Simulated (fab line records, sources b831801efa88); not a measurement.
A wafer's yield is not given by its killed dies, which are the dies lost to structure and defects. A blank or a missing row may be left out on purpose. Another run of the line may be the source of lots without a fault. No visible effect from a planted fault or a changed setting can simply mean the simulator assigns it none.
Which tool is to blame? | flow gf180mcu | 12 lots with 36 wafers sampled at 5 steps, on a route of 602 steps

## WHAT EACH GAUGE READ, for each wafer
GF_HV_LDD_TW_MEAS_23. Usual: HV_LDD_2_TW 1049, standard deviation 5.1.
lot  | measured     | on            | HV_LDD_2_TW    | flag
L301 | day 10 19:25 | film-metro-04 | 1058 1056 1064 |
L304 | day 11 16:34 | film-metro-04 | 1050 1053 1043 |
L305 | day 11 22:58 | film-metro-01 | 1813 1816 1813 | OFF
L306 | day 12 07:07 | film-metro-02 | 1827 1814 1817 | OFF
L314 | day 15 05:02 | film-metro-01 | 1056 1044 1050 |
L315 | day 15 10:36 | film-metro-02 | 1065 1054 1059 |
L316 | day 15 20:14 | film-metro-04 | 1050 1052 1046 |
L317 | day 16 05:25 | film-metro-01 | 1051 1049 1053 |
L320 | day 17 06:28 | film-metro-01 | 1047 1043 1040 |
L322 | day 17 19:20 | film-metro-01 | 1049 1041 1048 |
L323 | day 18 00:19 | film-metro-01 | 1048 1040 1049 |
L324 | day 18 05:40 | film-metro-04 | 1050 1047 1051 |

GF_MIM_RS_MEAS_10: measures by four-point-probe. Usual: MIM_ALCU_RS 0.1606 ohm/sq, standard deviation 0.0018.
lot  | measured     | on            | MIM_ALCU_RS (ohm/sq) | flag
L301 | day 24 07:14 | film-metro-03 | 0.1646 0.1635 0.1650 |
L304 | day 25 07:35 | film-metro-04 | 0.1632 0.1622 0.1642 |
L305 | day 25 16:47 | film-metro-04 | 0.1581 0.1560 0.1579 |
L306 | day 26 01:52 | film-metro-04 | 0.1606 0.1596 0.1587 |
L314 | day 28 22:13 | film-metro-01 | 0.1635 0.1604 0.1621 |
L315 | day 29 06:01 | film-metro-04 | 0.1594 0.1583 0.1596 |
L316 | day 29 15:16 | film-metro-03 | 0.1628 0.1608 0.1600 |
L317 | day 29 21:38 | film-metro-03 | 0.1613 0.1626 0.1623 |
L320 | day 30 17:17 | film-metro-01 | 0.1593 0.1598 0.1602 |
L322 | day 31 03:25 | film-metro-01 | 0.1580 0.1592 0.1600 |
L323 | day 31 08:38 | film-metro-01 | 0.1626 0.1624 0.1622 |
L324 | day 31 11:05 | film-metro-04 | 0.1621 0.1629 0.1642 |

## WHICH TOOL RAN EACH LOT (tool, then ch and the chambers of the sampled wafers, then the start)
lot  | GF_HV_LDD_IMPLANT_21            | GF_M3_STRIP_17                       | GF_MIM_SPUTTER_03
L301 | implanter-02 ch 0, day 10 19:10 | plasma-asher-03 ch 0,1, day 21 04:08 | pvd-sputter-02, day 24 06:59
L304 | implanter-02 ch 0, day 11 16:20 | plasma-asher-01 ch 0,1, day 22 06:23 | pvd-sputter-01, day 25 07:19
L305 | implanter-02 ch 0, day 11 22:44 | plasma-asher-02 ch 0,1, day 22 16:04 | pvd-sputter-01, day 25 16:31
L306 | implanter-02 ch 0, day 12 06:52 | plasma-asher-01 ch 0,1, day 23 00:54 | pvd-sputter-02, day 26 01:35
L314 | implanter-03 ch 0, day 15 04:48 | plasma-asher-02 ch 0, day 26 04:56   | pvd-sputter-03, day 28 21:57
L315 | implanter-03 ch 0, day 15 10:21 | plasma-asher-02 ch 0,1, day 26 11:46 | pvd-sputter-01, day 29 05:46
L316 | implanter-02 ch 0, day 15 19:56 | plasma-asher-02 ch 0,1, day 26 21:27 | pvd-sputter-01, day 29 15:01
L317 | implanter-03 ch 0, day 16 05:10 | plasma-asher-01 ch 0,1, day 27 05:14 | pvd-sputter-02, day 29 21:22
L320 | implanter-04 ch 0, day 17 06:14 | plasma-asher-01 ch 0,1, day 28 02:44 | pvd-sputter-01, day 30 17:01
L322 | implanter-02 ch 0, day 17 19:05 | plasma-asher-01 ch 0,1, day 28 14:50 | pvd-sputter-01, day 31 03:08
L323 | implanter-02 ch 0, day 18 00:05 | plasma-asher-03 ch 0,1, day 28 19:09 | pvd-sputter-01, day 31 08:22
L324 | implanter-02 ch 0, day 18 05:25 | plasma-asher-01 ch 0,1, day 28 22:58 | pvd-sputter-03, day 31 10:49
- GF_HV_LDD_IMPLANT_21
- GF_M3_STRIP_17: strips in O2/N2.
- GF_MIM_SPUTTER_03: material Ti, target thk 10 nm, time 6.7 s.

## WHAT THE TOOLS THEMSELVES READ (means of the sampled wafers that have a number; where no wafer has one, the mark that the record gives instead)
GF_HV_LDD_IMPLANT_21. Usual: beam-energy-keV 25.000, standard deviation 0.0084; beam-on-s 9.98 s, standard deviation 0.19; dose-ions-cm2 5.002e+13, standard deviation 5.4e+10; faraday-current-uA 282, standard deviation 5.4.
lot  | tool         | beam-energy-keV | beam-on-s (s) | dose-ions-cm2 | faraday-current-uA | flag
L301 | implanter-02 | 25.003          | 10.04         | 5.009e+13     | 281                |
L304 | implanter-02 | 24.992          | 9.84          | 5.002e+13     | 286                |
L305 | implanter-02 | 25.010          | 25.75         | 2.940e+14     | 646                | OFF
L306 | implanter-02 | 24.999          | 25.37         | 2.940e+14     | 654                | OFF
L314 | implanter-03 | 25.004          | 10.09         | 5.006e+13     | 278                |
L315 | implanter-03 | 25.001          | 10.00         | 5.005e+13     | 281                |
L316 | implanter-02 | 24.999          | 9.84          | 5.001e+13     | 286                |
L317 | implanter-03 | 25.000          | 9.79          | 5.005e+13     | 288                |
L320 | implanter-04 | 24.998          | 9.91          | 4.995e+13     | 284                |
L322 | implanter-02 | 25.000          | 9.89          | 5.009e+13     | 284                |
L323 | implanter-02 | 25.006          | 10.06         | 5.004e+13     | 279                |
L324 | implanter-02 | 25.002          | 10.11         | 4.999e+13     | 278                |

GF_M3_STRIP_17. Usual: drypump-motor-current-A 5.5 A, standard deviation 0.33; heater-power-w 344 W, standard deviation 23; oes-product-au 0.538 a.u., standard deviation 0.0049; platen-temp-c 250.00 C, standard deviation 0.19; strip-time-to-endpoint-s 7.40 s, standard deviation 0.044.
lot  | tool            | drypump-motor-current-A (A) | heater-power-w (W) | oes-product-au (a.u.) | platen-temp-c (C) | strip-time-to-endpoint-s (s) | flag
L301 | plasma-asher-03 | 5.4                         | 347                | 0.533                 | 249.84            | 7.38                         |
L304 | plasma-asher-01 | 5.4                         | 363                | 0.539                 | 250.06            | 7.39                         |
L305 | plasma-asher-02 | 5.5                         | 341                | 0.539                 | 250.13            | 7.41                         |
L306 | plasma-asher-01 | 5.4                         | 361                | 0.545                 | 250.15            | 7.46                         |
L314 | plasma-asher-02 | 5.5                         | 337                | 0.544                 | 250.09            | 7.45                         |
L315 | plasma-asher-02 | 5.5                         | 342                | 0.540                 | 250.11            | 7.38                         |
L316 | plasma-asher-02 | 5.4                         | 344                | 0.532                 | 250.13            | 7.34                         |
L317 | plasma-asher-01 | 5.4                         | 357                | 0.536                 | 250.09            | 7.39                         |
L320 | plasma-asher-01 | 5.4                         | 354                | 0.541                 | 250.09            | 7.40                         |
L322 | plasma-asher-01 | 5.4                         | 357                | 0.537                 | 249.98            | 7.37                         |
L323 | plasma-asher-03 | 5.4                         | 347                | 0.541                 | 250.02            | 7.39                         |
L324 | plasma-asher-01 | 5.5                         | 339                | 0.542                 | 249.95            | 7.40                         |

GF_MIM_SPUTTER_03. Usual: throttle-valve-pct reads 29.7 % (standard deviation 1.1).
lot  | tool           | throttle-valve-pct (%) | flag
L301 | pvd-sputter-02 | 31.2                   |
L304 | pvd-sputter-01 | 29.2                   |
L305 | pvd-sputter-01 | 29.1                   |
L306 | pvd-sputter-02 | 30.7                   |
L314 | pvd-sputter-03 | 28.4                   |
L315 | pvd-sputter-01 | 29.2                   |
L316 | pvd-sputter-01 | 29.0                   |
L317 | pvd-sputter-02 | 31.2                   |
L320 | pvd-sputter-01 | 29.5                   |
L322 | pvd-sputter-01 | 29.5                   |
L323 | pvd-sputter-01 | 29.2                   |
L324 | pvd-sputter-03 | 28.8                   |

## THE ANSWER, worked out from the rows above alone
Rule: a lot counts as off when the mean over its wafers that have a number is more than 3 standard deviations away from the usual mean. Also off: a lot with no number at a reading for which 4 or more lots have one. Any other lot the step has rows for is counted as sound. First the gauges in route order, then the tools' own readings, where a lot's mean is used as printed above. At the first step where some lot is off, the reading lying furthest off is the one used; lots without a number count as furthest.
Off: at GF_HV_LDD_TW_MEAS_23 (HV_LDD_2_TW), L305, L306.
A tool fits if, at a process step before that reading, it ran every lot that is off, and no sound lot after the first of them. Not tried: the gauges at GF_HV_LDD_TW_MEAS_23; whatever is off there is also off at GF_HV_LDD_IMPLANT_21, on other tools, and gauge error can't account for it. Not one of the candidates tried fits.

## WHAT THE SIMULATOR PUT IN
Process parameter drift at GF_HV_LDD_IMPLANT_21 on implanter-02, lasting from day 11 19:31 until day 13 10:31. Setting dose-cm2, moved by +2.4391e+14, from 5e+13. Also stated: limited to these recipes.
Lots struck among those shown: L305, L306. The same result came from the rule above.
